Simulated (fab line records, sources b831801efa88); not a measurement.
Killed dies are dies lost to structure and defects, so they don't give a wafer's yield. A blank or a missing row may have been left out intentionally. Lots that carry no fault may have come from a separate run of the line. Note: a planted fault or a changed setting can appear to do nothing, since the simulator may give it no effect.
Which of the tools did it? | flow sky130 | Sampling: 12 lots, 36 wafers, 5 of 708 route steps

== WHAT EACH GAUGE READ, for each wafer ==
SKY_FIELD_ISO_CD_MEAS_13: target cd 150 nm.
lot  | measured    | on        | cd_nm (nm)
L528 | day 3 23:31 | cd_sem-02 | 149.5 151.1 150.7
L529 | day 4 07:48 | cd_sem-01 | 150.4 149.1 149.9
L532 | day 4 18:38 | cd_sem-02 | 149.2 147.9 148.3
L533 | day 4 23:05 | cd_sem-02 | 151.2 150.6 149.6
L534 | day 5 04:24 | cd_sem-02 | 148.0 146.2 148.6
L536 | day 5 18:12 | cd_sem-01 | 149.6 149.0 150.0
L537 | day 5 23:04 | cd_sem-02 | 149.9 148.0 149.8
L538 | day 6 01:39 | cd_sem-01 | 149.2 147.9 148.0
L539 | day 6 11:18 | cd_sem-01 | 149.0 150.0 149.3
L541 | day 6 17:32 | cd_sem-01 | 152.0 151.6 152.6
L542 | day 6 23:03 | cd_sem-02 | 150.6 150.9 151.3
L543 | day 7 02:57 | cd_sem-01 | 150.6 150.7 149.2

SKY_NWELL_RS_MEAS_29: measures by four-point-probe.
lot  | measured     | on            | NWELL_RS (ohm/sq)
L528 | day 7 13:33  | film_metro-02 | 595.9 597.3 595.1
L529 | day 7 21:26  | film_metro-02 | 598.9 599.1 600.4
L532 | day 8 10:53  | film_metro-02 | 624.1 625.1 623.5
L533 | day 8 15:11  | film_metro-04 | 624.7 625.2 623.7
L534 | day 8 20:24  | film_metro-01 | 620.9 624.7 623.3
L536 | day 9 10:39  | film_metro-01 | 625.9 626.2 625.7
L537 | day 9 15:24  | film_metro-02 | 623.4 624.8 622.9
L538 | day 9 21:20  | film_metro-04 | 622.4 623.4 624.8
L539 | day 10 10:18 | film_metro-04 | 623.9 625.2 625.1
L541 | day 10 17:53 | film_metro-04 | 622.8 623.2 623.0
L542 | day 10 20:40 | film_metro-04 | 625.6 626.1 623.9
L543 | day 11 02:03 | film_metro-02 | 622.9 622.9 623.9

SKY_NWELL_RS_MEAS_31: measures by four-point-probe.
lot  | measured     | on            | PWDE_RS (ohm/sq)
L528 | day 7 13:47  | film_metro-02 | 5274 5298 5294
L529 | day 7 21:40  | film_metro-02 | 5267 5234 5260
L532 | day 8 11:07  | film_metro-02 | 5273 5267 5272
L533 | day 8 15:25  | film_metro-04 | 5261 5285 5275
L534 | day 8 20:38  | film_metro-01 | 5299 5292 5310
L536 | day 9 10:53  | film_metro-01 | 5277 5273 5270
L537 | day 9 15:38  | film_metro-02 | 5276 5273 5276
L538 | day 9 21:34  | film_metro-04 | 5277 5279 5257
L539 | day 10 10:32 | film_metro-04 | 5268 5274 5272
L541 | day 10 18:07 | film_metro-04 | 5287 5290 5294
L542 | day 10 20:54 | film_metro-04 | 5266 5277 5244
L543 | day 11 02:17 | film_metro-02 | 5259 5256 5249

SKY_VT_ADJUST_PCH_TW_MEAS_10.
lot  | measured     | on            | VT_ADJUST_PCH_TW
L528 | day 13 05:14 | film_metro-03 | 145.2 145.5 146.4
L529 | day 13 12:26 | film_metro-01 | 138.9 140.5 139.9
L532 | day 14 08:43 | film_metro-03 | 144.9 144.1 144.0
L533 | day 14 12:02 | film_metro-04 | 144.5 144.5 144.3
L534 | day 14 22:35 | film_metro-01 | 141.2 141.3 140.8
L536 | day 15 15:13 | film_metro-04 | 144.8 144.9 145.6
L537 | day 15 19:03 | film_metro-04 | 144.4 144.2 145.0
L538 | day 16 03:38 | film_metro-04 | 145.2 145.5 144.8
L539 | day 16 18:55 | film_metro-04 | 145.3 145.2 144.6
L541 | day 17 06:40 | film_metro-01 | 141.3 140.5 140.7
L542 | day 17 09:17 | film_metro-01 | 141.2 141.2 140.8
L543 | day 17 15:03 | film_metro-01 | 140.8 141.1 140.6

== WHAT TOOL EACH LOT RAN ON (gives the tool, then ch and the chambers of the sampled wafers, and finally the start) ==
lot  | SKY_NWELL_IMPLANT_11
L528 | implanter-04 ch 0, day 6 16:34
L529 | implanter-04 ch 0, day 7 00:07
L532 | implanter-01 ch 0, day 7 13:04
L533 | implanter-02 ch 0, day 7 17:43
L534 | implanter-02 ch 0, day 7 22:29
L536 | implanter-01 ch 0, day 8 12:49
L537 | implanter-01 ch 0, day 8 18:04
L538 | implanter-02 ch 0, day 9 00:07
L539 | implanter-02 ch 0, day 9 12:25
L541 | implanter-02 ch 0, day 9 18:58
L542 | implanter-01 ch 0, day 9 22:19
L543 | implanter-01 ch 0, day 10 02:05
- SKY_NWELL_IMPLANT_11

== AS READ BY THE TOOLS THEMSELVES (means over the sampled wafers that have a number; for cases with no such wafer, the mark the record gives instead) ==
SKY_NWELL_IMPLANT_11.
lot  | tool         | beam_energy_keV | end_station_pressure_torr (Torr)
L528 | implanter-04 | 490.35          | 5.25e-06
L529 | implanter-04 | 490.41          | 5.02e-06
L532 | implanter-01 | 400.03          | 4.96e-06
L533 | implanter-02 | 399.90          | 5.05e-06
L534 | implanter-02 | 399.88          | 5.07e-06
L536 | implanter-01 | 400.00          | 5.20e-06
L537 | implanter-01 | 400.05          | 5.46e-06
L538 | implanter-02 | 399.95          | 5.10e-06
L539 | implanter-02 | 399.92          | 5.19e-06
L541 | implanter-02 | 399.84          | 5.06e-06
L542 | implanter-01 | 400.17          | 5.14e-06
L543 | implanter-01 | 400.13          | 5.14e-06

== THE ANSWER, worked out from the rows above alone ==
Rule: the lots themselves supply what counts as usual. The widest of any qualifying gaps counts: lots, ordered by their means at a reading, are off when they make up no more than a third of the lots, leave a main group of 4 or more, and stand apart from it by 3 or more times the standard deviation of that group's means. A main group whose means are all the same, to the digits that the tables above print for the reading, isn't used. Also off: a lot with no number at a reading for which 4 or more lots have one. All remaining lots with rows at the step are treated as sound. The gauges are gone through in route order, then the tools' own readings, and for those a lot's mean is taken as printed above. At the first step where some lot is off, the reading lying furthest off is the one used; lots without a number count as furthest.
Off: L528, L529, at SKY_NWELL_RS_MEAS_29 (NWELL_RS). The main group: mean 624.1 ohm/sq, standard deviation 0.94.
If a tool, at a process step before that reading, ran all the lots that are off and no sound lot after the first of them, it fits. The gauges at SKY_NWELL_RS_MEAS_29 aren't tried: what is off there is off at SKY_NWELL_IMPLANT_11 too, on other tools, and a gauge's error can't cause that. One fits: SKY_NWELL_IMPLANT_11 on implanter-04. It ran no sound lot before its first lot that is off in this sample, so the start can't be narrowed down.
On the lots that are off, the tool's own readings at SKY_NWELL_IMPLANT_11 differ by more than 5 times the standard deviation of the sound lots' means, which bears it out; beam_energy_keV reads 490.38 there versus 399.99 on the sound lots.

== WHAT HAD BEEN PUT IN BY THE SIMULATOR ==
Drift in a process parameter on implanter-04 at SKY_NWELL_IMPLANT_11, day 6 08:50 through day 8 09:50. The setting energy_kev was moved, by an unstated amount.
Lots struck among those shown: L528, L529. The rule above found the same.
